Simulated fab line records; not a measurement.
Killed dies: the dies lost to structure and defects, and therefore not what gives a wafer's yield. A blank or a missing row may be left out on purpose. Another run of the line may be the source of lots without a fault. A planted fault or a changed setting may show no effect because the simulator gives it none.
Comparing a struck lot with a sound one -- flow sky130 -- 17 steps out of a route of 708
Sound: wafers L302.4, L302.5, L302.6. Struck: wafers L304.3, L304.6. (L304.5 of the same lot was not struck and is left out.) The cause comes at the end.
Per side, at each step with rows, come the tool, then ch with its chambers, and then its first start. Under that, the readings that differ: sound wafers -- struck wafers -- difference of the means -- sigmas: that difference in standard deviations of wafers without a fault.
alike: words and numbers the same on both sides, and readings whose means are apart by under 2 such deviations; not compared: readings that were withheld, readings missing a value for some wafer, numbers with overlapping values and no deviation given by the record, and bounds like >300 which may hide the same value.
The two part at a step that has a row with sigmas, a row that says differs or no value, or rows on one side only. Numbers that don't overlap but have no deviation are shown without sigmas and don't part them. Lack of a reading on every wafer of one side parts them only where that side has two or more wafers.

first, 2 steps without rows for these wafers: SKY_LOCAL_INTERCONNECT_PEB_09; SKY_LOCAL_INTERCONNECT_DEVELOP_10 (develop time 60 s).
SKY_LOCAL_INTERCONNECT_CD_MEAS_11 targets a cd of 170 nm.
  sound on cdSem-01 at day 32 11:03; struck on cdSem-01 at day 32 21:33
  alike: cdNm
SKY_LOCAL_INTERCONNECT_OVL_MEAS_12:
  sound on overlay-01 at day 32 11:08; struck on overlay-02 at day 32 21:38
  alike: LOCAL_INTERCONNECT_OVL
SKY_LOCAL_INTERCONNECT_ETCH_13: etches BARC in N2/H2, stops on SiO2, time 45.9 s, target depth 60 nm.
  sound on rieMetal-01 ch 0,1, day 32 11:10; struck on rieMetal-03 ch 1, day 32 21:41
  alike: chamberPressureMTorr, drypumpMotorCurrentA, oesProductAu, throttleValvePct
  not compared: rfHoursCounterH
SKY_LOCAL_INTERCONNECT_METAL_ETCH_14: etches TiN in Cl2/BCl3, stops on PSG, target depth 110 nm, time 31.4 s.
  sound on rieMetal-01 ch 0,1, day 32 11:14; struck on rieMetal-03 ch 1, day 32 21:44
  alike: chamberPressureMTorr, drypumpMotorCurrentA, oesProductAu, throttleValvePct
  not compared: rfHoursCounterH
SKY_LOCAL_INTERCONNECT_STRIP_15: strips in O2/N2.
  sound on plasmaAsher-01 ch 0,1, day 32 11:17; struck on plasmaAsher-03 ch 0,1, day 32 21:49
  alike: chamberPressureMTorr, drypumpMotorCurrentA, oesProductAu, stripTimeToEndpointS
  not compared: rfHoursCounterH
then, 3 steps without rows for these wafers: SKY_LOCAL_INTERCONNECT_STRIP_16 (strips in post etch residue remover, time 1200 s); SKY_LOCAL_INTERCONNECT_CLEAN_17 (cleans in IPA, time 180 s); SKY_LOCAL_INTERCONNECT_CLEAN_18 (cleans in O3/DIW).
SKY_CONTACT_CVD_00: deposits Si3N4, target thk 75 nm.
  sound on pecvd-03 ch 0,1,2, day 32 11:52; struck on pecvd-04 ch 1, day 32 22:26
  alike: heaterPowerW
SKY_CONTACT_THK_MEAS_01:
  sound on filmMetro-04 at day 32 11:55; struck on filmMetro-01 at day 32 22:29
  alike: CONTACT_CVD_00_THK
SKY_CONTACT_HDPCVD_02: deposits SiO2, target thk 565 nm, time 94.2 s.
  sound on hdpcvd-02 ch 0,1,2, day 32 11:59; struck on hdpcvd-02 ch 0,1, day 32 22:32
reading,sound,struck,difference,sigmas
model.SiO2_of_CONTACT_HDPCVD_02.thkNm (nm),563.2 552.6 551.3,889 888.2,+333,
SKY_CONTACT_THK_MEAS_03:
  sound on filmMetro-02 at day 32 12:03; struck on filmMetro-02 at day 32 22:37
reading,sound,struck,difference,sigmas
CONTACT_HDPCVD_THK (nm),563 553 552,889 888,+332,+79
SKY_CONTACT_CMP_04: polishes SiO2.
  sound on cmp-02 ch 0,1, day 32 12:14; struck on cmp-02 ch 0,3, day 32 22:43
reading,sound,struck,difference,sigmas
timeToEndpointS (s),86 83 83,204 204,+120,+34
  alike: motorCurrentA, slurryFilterDpKPa
SKY_CONTACT_BOW_MEAS_05:
  sound on filmMetro-04 at day 32 12:36; struck on filmMetro-01 at day 32 23:00
  alike: CONTACT_BOW
-- the record jumps here: 15 days lie between the struck wafers' starts before and after (it left off in module CONTACT and takes up again in module PAD_OPEN, whose first step shown is number 708 of the route) --
SKY_PAD_OPEN_PROBE_99:
  sound on prober-01 at day 47 06:06; struck on prober-01 at day 47 14:13
  alike: killed_at_M0_to_M3, killed_at_M4_up, killedAtContacts, killedAtFrontEnd, killedAtOther, killedDies, killedOpen, killedShort

## WHERE THEY PART
Earliest at SKY_CONTACT_THK_MEAS_03; latest, in this record, at SKY_CONTACT_CMP_04. Later steps at which nothing parts them and some readings are alike: SKY_CONTACT_BOW_MEAS_05, SKY_PAD_OPEN_PROBE_99.

WHY: whatever the simulator had introduced
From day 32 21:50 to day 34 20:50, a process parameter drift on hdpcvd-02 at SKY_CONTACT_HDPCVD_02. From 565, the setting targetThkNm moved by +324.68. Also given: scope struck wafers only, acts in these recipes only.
